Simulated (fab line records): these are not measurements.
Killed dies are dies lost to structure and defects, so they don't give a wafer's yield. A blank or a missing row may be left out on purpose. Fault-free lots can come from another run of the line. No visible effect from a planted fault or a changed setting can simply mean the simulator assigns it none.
Struck lot and sound lot, side by side / flow sky130 / 21 steps out of a route of 708
Sound: these wafers, L857.2, L857.3, L857.5. The struck wafers were L863.2, L863.3, L863.5. The cause is given at the end.
For every step that has rows: the tool of each side, followed by ch and its chambers, followed by its first start. Under that, the readings that differ: sound wafers / struck wafers / difference of the means / sigmas: that difference in standard deviations of wafers without a fault.
alike: words and numbers the same on both sides, and readings whose means are apart by under 2 such deviations; not compared: readings that were withheld, readings missing a value for some wafer, numbers with overlapping values and no deviation given by the record, and bounds like >300 which may hide the same value.
Wherever a step has rows on one side only, a row that says differs or no value, or a row with sigmas, the two part there. Numbers that don't overlap but have no deviation are shown without sigmas and don't part them. Lack of a reading on every wafer of one side parts them only where that side has two or more wafers.

first, 4 steps without rows for these wafers: SKY_METAL2_STRIP_21 (strips in post etch residue remover, time 1200 s); SKY_METAL2_CLEAN_22 (cleans in IPA, time 180 s); SKY_METAL2_CLEAN_23 (cleans in O3/DIW); SKY_VIA2_HDPCVD_00 (deposits SiO2, target thk 1180 nm, time 187.1 s).
SKY_VIA2_THK_MEAS_01:
  struck on filmMetro-01, day 39 17:26; sound on filmMetro-02, day 37 15:55
  alike: VIA2_HDPCVD_THK
SKY_VIA2_CMP_02: polishes SiO2.
  sound on cmp-01 ch 0,1,3, day 37 16:01; struck on cmp-02 ch 1,2, day 39 17:29
  alike: edgeZonePressureFrac, headPressurePsi, motorCurrentA
SKY_VIA2_BOW_MEAS_03:
  struck on filmMetro-03, day 39 17:48; sound on filmMetro-01, day 37 16:17
  alike: VIA2_BOW
then, 5 steps without rows for these wafers: SKY_VIA2_DEHYDRATE_04 (time 60 s); SKY_VIA2_HMDS_05 (prime time 60 s); SKY_VIA2_COAT_06 (resist thk 60 nm); SKY_VIA2_COAT_07 (resist thk 450 nm); SKY_VIA2_SOFTBAKE_08 (time 90 s).
SKY_VIA2_EXPOSE_09: exposes mask VIM2, target cd 200 nm.
  sound on krfScanner-01 ch 0, day 38 05:17; struck on krfScanner-02 ch 0, day 40 06:29
  alike: mask
then, 2 steps without rows for these wafers: SKY_VIA2_PEB_10; SKY_VIA2_DEVELOP_11 (develop time 60 s).
SKY_VIA2_CD_MEAS_12 targets a cd of 200 nm.
  struck on cdSem-01, day 40 18:14; sound on cdSem-01, day 38 18:02
reading=cdNm (nm); sound=200.3 199.0 199.8; struck=183.4 167.8 177.3; difference=-23.5; sigmas=-16
SKY_VIA2_OVL_MEAS_13:
  struck on overlay-01, day 40 18:21; sound on overlay-02, day 38 18:08
  alike: VIA2_OVL
SKY_VIA2_ETCH_14: etches BARC in N2/H2, stops on SiO2, time 45.9 s, target depth 60 nm.
  sound on rieDiel-02 ch 0,1,2, day 38 18:10; struck on rieDiel-02 ch 0,1,2, day 40 18:23
reading=model.VIA2.cdNm (nm); sound=200.4 199.4 199; struck=183.1 167.8 177.7; difference=-23.4; sigmas=
  alike: drypumpMotorCurrentA, oesProductAu, throttleValvePct
  not compared: rfHoursCounterH
SKY_VIA2_ETCH_15: etches SiO2 in C4F8/O2/Ar, stops on TiN, target depth 546 nm, time 84 s.
  sound on rieDiel-02 ch 0,1,2, day 38 18:13; struck on rieDiel-02 ch 0,1,2, day 40 18:25
reading=model.VIA2.cdNm (nm); sound=198.6 198.4 196.6; struck=181 172.3 180.2; difference=-20; sigmas=
  alike: oesProductAu
  not compared: rfHoursCounterH
SKY_VIA2_STRIP_16: strips in O2/N2.
  sound on plasmaAsher-02 ch 0,1, day 38 18:16; struck on plasmaAsher-02 ch 0,1, day 40 18:29
  alike: drypumpMotorCurrentA, oesProductAu, stripTimeToEndpointS
  not compared: rfHoursCounterH
-- the record jumps here: 8 days lie between the struck wafers' starts before and after (it left off in module VIA2 and takes up again in module PAD_OPEN, whose first step shown is number 708 of the route) --
SKY_PAD_OPEN_PROBE_99:
  struck on prober-02, day 49 05:23; sound on prober-01, day 47 16:12
reading=defectLimitedYield (%); sound=80.9 81.7 83.5; struck=79.9 71.1 79.7; difference=-5.1; sigmas=-3
reading=killed_at_M0_to_M3; sound=59 53 33; struck=53 109 49; difference=+22; sigmas=+3
reading=killedDies; sound=94 90 81; struck=99 142 100; difference=+25; sigmas=+3
reading=killedOnRim; sound=15 24 17; struck=22 48 18; difference=+11; sigmas=+3
reading=sort_bin_5_function (%); sound=12.0 12.2 10.4; struck=12.2 22.8 12.0; difference=+4.1; sigmas=+3
reading=sortNPass; sound=398 402 411; struck=393 350 392; difference=-25; sigmas=-3
reading=sortYieldPct (%); sound=80.9 81.7 83.5; struck=79.9 71.1 79.7; difference=-5.1; sigmas=-3
  alike: killed_at_M4_up, killedAtContacts, killedAtFrontEnd, killedAtOther, killedOpen, killedShort, sort_bin_3_pad_short, sort_bin_6_memory

WHERE THEY PART
Earliest at SKY_VIA2_CD_MEAS_12; latest, in this record, at SKY_PAD_OPEN_PROBE_99.

WHY: what the simulator had put in
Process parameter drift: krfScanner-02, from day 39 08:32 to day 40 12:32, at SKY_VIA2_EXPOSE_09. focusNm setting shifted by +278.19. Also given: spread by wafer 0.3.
